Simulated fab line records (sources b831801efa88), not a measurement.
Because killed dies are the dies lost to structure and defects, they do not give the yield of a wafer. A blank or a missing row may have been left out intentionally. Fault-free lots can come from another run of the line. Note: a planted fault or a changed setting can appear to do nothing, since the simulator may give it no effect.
fab line records | flow sky130 | part 2 of 2: steps 26 to 35 of 35
[record] lots = 5 wafers = 15 last-day = 50
route steps=708 shown VT_ADJUST_HVTP@89 VT_ADJUST_LVTN@97 VT_ADJUST_NCORE@119
lots with no fault: from the same line, run without faults
start-h: hours from the record's first day to the start of the lot's first wafer shown | wait-h: hours from the lot's prior step to this one | " the same as in the row above | L1.1+2: one row covering several wafers at once | - no value, or no start given | * or withheld: withheld | < > ~ a bound
route shown NAME@n: a module of which the file shows steps, and the number in the route of the first | usual: the fault-free wafers' mean and standard deviation | same: alike in all rows | chamber/n: place in a boat | sites: per-site readings | _std_site: the values' standard deviation | _edge_site: outer sites' mean less inner sites' | radius-mm: how far each site lies from the wafer's centre | mask NAME#n: copy n | behind: the most recent tool/chamber to have shaped the wafer | hold: why the lot was held/for how many hours/how that ended | device: transistor that didn't switch, given as n, p or np | end of line: the route-end tests of the same wafers | for a step that has no rows: nothing shown but its recipe | killed: not the wafer's yield, but the dies lost to structure and defects at the first sort | map: dies across one wafer; x = killed, . = not, _ = none there
set.NAME: setting as actually run; set.NAME@STEP: the setting as run at that earlier step | model.NAME: the simulator's own value behind a step, which no gauge read
certain route steps with their lots: each step a table, each wafer a row
services: a tool's chamber out of use, with start hour (start-h, from the record's first day; less than 0 if before it), hours out, and reason
[[steps]]
[step SKY_VT_ADJUST_LVTN_DEVELOP_17]
[recipe] resist = NOVOLAK developer = TMAH develop-time-s = 57.72 dev-temp-c = 23
[usual] developer-temp-C = 23.01/0.11
// columns lot.wafer tool chamber start-h wait-h developer-temp-C
L075.4 litho-track-04 0 174.19 0.1 22.91
L075.5 " 0 " " 23.00
L075.6 " 0 " " 23.04
L080.1 litho-track-04 0 202.66 0.1 22.88
L080.3 " 0 " " 23.01
L080.6 " 0 " " 22.96
L081.3 litho-track-04 0 208.31 0.1 22.87
L081.4 " 0 " " 23.19
L081.5 " 0 " " 23.16
L084.3 litho-track-04 0 238.06 0.1 23.18
L084.4 " 0 " " 23.01
L084.5 " 0 " " 23.15
L096.1 litho-track-02 0 312.38 0.1 22.87
L096.2 " 0 " " 22.98
L096.4 " 0 " " 22.85
[step SKY_VT_ADJUST_LVTN_OVL_MEAS_18]
[usual] VT_ADJUST_LVTN_01_OVL = -0.1/1.4
// columns lot.wafer tool chamber start-h wait-h VT_ADJUST_LVTN_01_OVL[nm]
L075.4 overlay-02 - 174.28 0.1 -1.4
L075.5 " - " " -0.4
L075.6 " - " " 1.1
L080.1 overlay-02 - 202.81 0.1 1.8
L080.3 " - " " 0.6
L080.6 " - " " -0.1
L081.3 overlay-02 - 208.43 0.1 -1.0
L081.4 " - " " 1.0
L081.5 " - " " 0.2
L084.3 overlay-01 - 238.18 0.1 0.4
L084.4 " - " " -1.5
L084.5 " - " " 0.7
L096.1 overlay-02 - 312.53 0.1 -0.4
L096.2 " - " " 0.9
L096.4 " - " " 1.0
[step SKY_VT_ADJUST_LVTN_IMPLANT_19]
[recipe] species = B energy-kev = 30 dose-cm2 = 6.5e+11 tilt-deg = withheld
[usual] beam-on-s = 10.00/0.2 dose-ions-cm2 = 6.499e+11/7.3e+08
[same] implant-ion-amu = 11
// columns lot.wafer tool chamber start-h wait-h beam-on-s dose-ions-cm2
L075.4 implanter-02 0 174.37 0.1 9.79 6.499e+11
L075.5 " 0 " " 10.11 6.484e+11
L075.6 " 0 " " 10.05 6.487e+11
L080.1 implanter-01 0 202.85 0.0 10.00 6.514e+11
L080.3 " 0 " " 9.95 6.51e+11
L080.6 " 0 " " 10.18 6.508e+11
L081.3 implanter-04 0 208.50 0.1 9.97 6.48e+11
L081.4 " 0 " " 10.15 6.5e+11
L081.5 " 0 " " 9.92 6.491e+11
L084.3 implanter-02 0 238.25 0.1 10.16 6.494e+11
L084.4 " 0 " " 10.26 6.495e+11
L084.5 " 0 " " 10.03 6.491e+11
L096.1 implanter-04 0 312.57 0.0 10.15 6.497e+11
L096.2 " 0 " " 9.91 6.498e+11
L096.4 " 0 " " 9.92 6.48e+11
[step SKY_VT_ADJUST_LVTN_STRIP_20]
[recipe] chemistry = O2/N2 power-w = 1400 pressure-mtorr = 1500 platen-temp-c = withheld o2-flow-sccm = 3000 n2-flow-sccm = 300 overash-fraction = 0.5
[usual] drypump-motor-current-A = 5.77/0.28 oes-product-au = 0.715/0.0047 strip-time-to-endpoint-s = 14.18/0.035
// columns lot.wafer tool chamber start-h wait-h drypump-motor-current-A oes-product-au rf-hours-counter-h strip-time-to-endpoint-s
L075.4 plasma-asher-02 0 174.48 0.1 5.31 0.705 - 14.20
L075.5 " 1 " " 6.20 0.714 - 14.19
L075.6 " 0 " " 5.32 0.719 - 14.21
L080.1 plasma-asher-02 1 203.00 0.1 6.19 0.713 40 14.20
L080.3 " 0 " " 5.34 0.712 - 14.20
L080.6 " 0 " " 5.34 0.718 - 14.18
L081.3 plasma-asher-01 0 208.63 0.1 5.84 0.718 - 14.22
L081.4 " 1 " " 5.68 0.717 - 14.19
L081.5 " 1 " " 5.71 0.720 - 14.21
L084.3 plasma-asher-04 0 238.38 0.1 5.58 0.714 - 14.17
L084.4 " 1 " " 6.01 0.716 - 14.17
L084.5 " 0 " " 5.57 0.716 - 14.19
L096.1 plasma-asher-02 1 312.72 0.1 6.16 0.717 50 14.18
L096.2 " 0 " " 5.32 0.715 50 14.21
L096.4 " 1 " " 6.20 0.709 - 14.17
[step SKY_VT_ADJUST_LVTN_TW_MEAS_21]
[usual] VT_ADJUST_LVTN_2_TW = 186.2/1.2
// columns lot.wafer tool chamber start-h wait-h VT_ADJUST_LVTN_2_TW
L075.4 film-metro-02 - 174.58 0.1 185.7
L075.5 " - " " 184.8
L075.6 " - " " 187.2
L080.1 film-metro-04 - 203.10 0.1 186.0
L080.3 " - " " 185.5
L080.6 " - " " 186.0
L081.3 film-metro-03 - 208.72 0.1 187.1
L081.4 " - " " 188.1
L081.5 " - " " 187.7
L084.3 film-metro-03 - 238.47 0.1 186.4
L084.4 " - " " 186.6
L084.5 " - " " 186.3
L096.1 film-metro-02 - 312.82 0.1 186.2
L096.2 " - " " 186.2
L096.4 " - " " 186.3
[step SKY_VT_ADJUST_NCORE_DEHYDRATE_00]
[recipe] temp-c = 200 time-s = 60
[usual] heater-power-total-W = 160.38/0.13
// columns lot.wafer tool chamber start-h wait-h heater-power-total-W
L075.4 litho-track-04 0 184.84 10.2 160.44
L075.5 " 0 " " 160.20
L075.6 " 0 " " 160.43
L080.1 litho-track-02 0 213.23 10.1 160.47
L080.3 " 0 " " 160.44
L080.6 " 0 " " 160.28
L081.3 litho-track-02 0 219.03 10.3 160.35
L081.4 " 0 " " 160.61
L081.5 " 0 " " 160.55
L084.3 litho-track-02 0 249.58 11.1 160.58
L084.4 " 0 " " 160.44
L084.5 " 0 " " 160.33
L096.1 litho-track-01 0 325.67 12.8 160.52
L096.2 " 0 " " 160.46
L096.4 " 0 " " 160.55
[step SKY_VT_ADJUST_NCORE_HMDS_01]
[recipe] prime-time-s = 60 prime-temp-c = 120
// columns lot.wafer tool chamber start-h wait-h
L075.4+5+6 litho-track-04 0 184.99 0.1
L080.1+3+6 litho-track-02 0 213.38 0.1
L081.3+4+5 litho-track-02 0 219.18 0.1
L084.3+4+5 litho-track-02 0 249.73 0.1
L096.1+2+4 litho-track-01 0 325.82 0.1
[step SKY_VT_ADJUST_NCORE_COAT_02]
[recipe] resist = NOVOLAK spin-rpm = 3000 resist-thk-nm = 1154
// columns lot.wafer tool chamber start-h wait-h
L075.4+5+6 litho-track-04 0 185.14 0.1
L080.1+3+6 litho-track-02 0 213.53 0.1
L081.3+4+5 litho-track-02 0 219.33 0.1
L084.3+4+5 litho-track-02 0 249.88 0.1
L096.1+2+4 litho-track-01 0 325.97 0.1
[step SKY_VT_ADJUST_NCORE_SOFTBAKE_03]
[recipe] temp-c = 90 time-s = 60 resist = NOVOLAK
[usual] heater-power-total-W = 56.59/0.049
// columns lot.wafer tool chamber start-h wait-h heater-power-total-W
L075.4 litho-track-04 0 185.29 0.1 56.63
L075.5 " 0 " " 56.59
L075.6 " 0 " " 56.51
L080.1 litho-track-02 0 213.68 0.1 56.63
L080.3 " 0 " " 56.60
L080.6 " 0 " " 56.65
L081.3 litho-track-02 0 219.48 0.1 56.53
L081.4 " 0 " " 56.75
L081.5 " 0 " " 56.62
L084.3 litho-track-02 0 250.03 0.1 56.56
L084.4 " 0 " " 56.52
L084.5 " 0 " " 56.59
L096.1 litho-track-01 0 326.12 0.1 56.66
L096.2 " 0 " " 56.62
L096.4 " 0 " " 56.55
[step SKY_VT_ADJUST_NCORE_EXPOSE_04]
[recipe] mask-id = LVTN_COMPLEMENT_THIN na = 0.6 source-shape = conventional sigma-outer = 0.6 polarization = unpolarized target-cd-nm = 380 dose-mj = 139
[usual] reticle-temp-C = 23.01/0.11
[same] sigma-outer = 0.6
// columns lot.wafer tool chamber start-h wait-h mask reticle-temp-C
L075.4 iline-stepper-02 0 - - LVTN_COMPLEMENT_THIN#0 22.97
L075.5 " 0 " " LVTN_COMPLEMENT_THIN#0 22.71
L075.6 " 0 " " LVTN_COMPLEMENT_THIN#0 22.96
L080.1 iline-stepper-02 0 - - LVTN_COMPLEMENT_THIN#0 23.12
L080.3 " 0 " " LVTN_COMPLEMENT_THIN#0 23.10
L080.6 " 0 " " LVTN_COMPLEMENT_THIN#0 23.10
L081.3 iline-stepper-01 0 - - LVTN_COMPLEMENT_THIN#0 23.00
L081.4 " 0 " " LVTN_COMPLEMENT_THIN#0 23.01
L081.5 " 0 " " LVTN_COMPLEMENT_THIN#0 22.87
L084.3 iline-stepper-01 0 - - LVTN_COMPLEMENT_THIN#0 23.11
L084.4 " 0 " " LVTN_COMPLEMENT_THIN#0 23.07
L084.5 " 0 " " LVTN_COMPLEMENT_THIN#0 23.10
L096.1 iline-stepper-01 0 - - LVTN_COMPLEMENT_THIN#0 23.01
L096.2 " 0 " " LVTN_COMPLEMENT_THIN#0 22.94
L096.4 " 0 " " LVTN_COMPLEMENT_THIN#0 22.99
[[services]]
// columns tool chamber start-h hours kind
implanter-02 - 108.45 6.4 pm
plasma-asher-03 - 108.75 9.0 pm
implanter-01 - 109.85 4.5 repair
iline-stepper-01 - 113.22 3.8 repair
plasma-asher-03 - 117.75 14.6 pm
implanter-04 - 136.43 1.5 repair
plasma-asher-04 - 139.87 9.2 repair
implanter-03 - 143.10 4.2 pm
implanter-04 - 175.30 3.5 pm
iline-stepper-01 - 212.81 4.3 pm
implanter-03 - 219.28 2.8 repair
implanter-02 - 230.23 4.6 repair
implanter-03 - 249.91 1.8 repair
iline-stepper-01 - 250.60 3.6 repair
iline-stepper-01 - 269.24 1.7 pm
plasma-asher-03 - 275.73 1.2 repair
implanter-01 - 275.99 5.2 repair
iline-stepper-02 - 278.32 0.7 repair
implanter-01 - 284.46 5.1 repair
implanter-03 - 288.14 3.5 repair
implanter-01 - 294.51 2.9 pm
iline-stepper-02 - 299.18 10.6 repair
iline-stepper-02 - 312.53 1.7 pm
implanter-03 - 319.81 1.9 repair
